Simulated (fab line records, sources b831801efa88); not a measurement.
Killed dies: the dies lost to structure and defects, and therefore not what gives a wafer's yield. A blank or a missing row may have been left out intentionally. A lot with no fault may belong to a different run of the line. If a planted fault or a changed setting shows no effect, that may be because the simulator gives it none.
Chamber matching / flow sfq line / SFQ_TRILAYER_I0_CMP_CMP_028 on cmp-02 has 4 sister chambers
The step polishes SiO2. 16 wafers are shown with their chamber, then 8 later ones without.

WAFERS PAIRED WITH THEIR CHAMBERS
wafer=L915.3; chamber=0; motor current A (A)=10.0; slurry filter dp kPa (kPa)=13.59; time to endpoint s (s)=220
wafer=L915.2; chamber=2; motor current A (A)=10.1; slurry filter dp kPa (kPa)=13.49; time to endpoint s (s)=225
wafer=L915.5; chamber=0; motor current A (A)=10.0; slurry filter dp kPa (kPa)=13.49; time to endpoint s (s)=232
wafer=L916.4; chamber=3; motor current A (A)=11.1; slurry filter dp kPa (kPa)=13.26; time to endpoint s (s)=222
wafer=L916.2; chamber=2; motor current A (A)=9.9; slurry filter dp kPa (kPa)=13.61; time to endpoint s (s)=218
wafer=L916.6; chamber=3; motor current A (A)=10.9; slurry filter dp kPa (kPa)=13.25; time to endpoint s (s)=220
wafer=L919.3; chamber=0; motor current A (A)=9.8; slurry filter dp kPa (kPa)=13.57; time to endpoint s (s)=216
wafer=L919.1; chamber=2; motor current A (A)=10.2; slurry filter dp kPa (kPa)=13.39; time to endpoint s (s)=224
wafer=L919.5; chamber=0; motor current A (A)=9.4; slurry filter dp kPa (kPa)=13.55; time to endpoint s (s)=225
wafer=L920.1; chamber=1; motor current A (A)=8.7; slurry filter dp kPa (kPa)=13.68; time to endpoint s (s)=208
wafer=L920.2; chamber=2; motor current A (A)=10.0; slurry filter dp kPa (kPa)=13.26; time to endpoint s (s)=216
wafer=L920.3; chamber=0; motor current A (A)=9.4; slurry filter dp kPa (kPa)=13.69; time to endpoint s (s)=222
wafer=L921.2; chamber=3; motor current A (A)=11.4; slurry filter dp kPa (kPa)=13.41; time to endpoint s (s)=204
wafer=L921.3; chamber=2; motor current A (A)=10.5; slurry filter dp kPa (kPa)=13.51; time to endpoint s (s)=220
wafer=L921.5; chamber=2; motor current A (A)=10.2; slurry filter dp kPa (kPa)=13.46; time to endpoint s (s)=229
wafer=L922.1; chamber=1; motor current A (A)=8.9; slurry filter dp kPa (kPa)=13.55; time to endpoint s (s)=208

SIGNATURES (averages over the wafers above)
reading=motor current A; chamber 0=9.720; chamber 1=8.800; chamber 2=10.150; chamber 3=11.133; scatter within a chamber=0.247
reading=slurry filter dp kPa; chamber 0=13.5780; chamber 1=13.6150; chamber 2=13.4533; chamber 3=13.3067; scatter within a chamber=0.0985
reading=time to endpoint s; chamber 0=223.00; chamber 1=208.00; chamber 2=222.00; chamber 3=215.33; scatter within a chamber=6.17
Rule: a wafer's distance from a chamber is the root of the sum, over the readings, of the square of ((its reading less the chamber's mean) divided by the reading's scatter). If the next closest chamber is less than 2 further off than the closest, the wafer can't be placed; otherwise it belongs to the closest. How the scatter is found: for the shown wafers, subtract from each reading the mean of its chamber, square and add these, divide the total by (wafers less chambers), then take the root.

WAFERS WITHOUT THEIR CHAMBER
wafer=L922.2; motor current A (A)=10.1; slurry filter dp kPa (kPa)=13.43; time to endpoint s (s)=223
wafer=L922.6; motor current A (A)=9.7; slurry filter dp kPa (kPa)=13.66; time to endpoint s (s)=231
wafer=L923.3; motor current A (A)=9.5; slurry filter dp kPa (kPa)=13.48; time to endpoint s (s)=217
wafer=L923.4; motor current A (A)=10.4; slurry filter dp kPa (kPa)=13.38; time to endpoint s (s)=232
wafer=L923.5; motor current A (A)=11.4; slurry filter dp kPa (kPa)=13.49; time to endpoint s (s)=223
wafer=L927.2; motor current A (A)=11.1; slurry filter dp kPa (kPa)=13.40; time to endpoint s (s)=210
wafer=L927.5; motor current A (A)=10.2; slurry filter dp kPa (kPa)=13.47; time to endpoint s (s)=209
wafer=L927.6; motor current A (A)=9.1; slurry filter dp kPa (kPa)=13.46; time to endpoint s (s)=202

WHICH CHAMBER EACH WENT THROUGH
wafer=L922.2; from the rows above=can't be placed: 2 or 0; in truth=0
wafer=L922.6; from the rows above=can't be placed: 0 or 2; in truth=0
wafer=L923.3; from the rows above=can't be placed: 0 or 2 or 1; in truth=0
wafer=L923.4; from the rows above=can't be placed: 2 or 0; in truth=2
wafer=L923.5; from the rows above=3; in truth=3
wafer=L927.2; from the rows above=3; in truth=3
wafer=L927.5; from the rows above=can't be placed: 2 or 0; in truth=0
wafer=L927.6; from the rows above=1; in truth=1
Correct placement for 3 of the 8. From these rows, 5 cannot be placed; in 5 the true chamber is one of the candidates. Placed wrongly: 0.
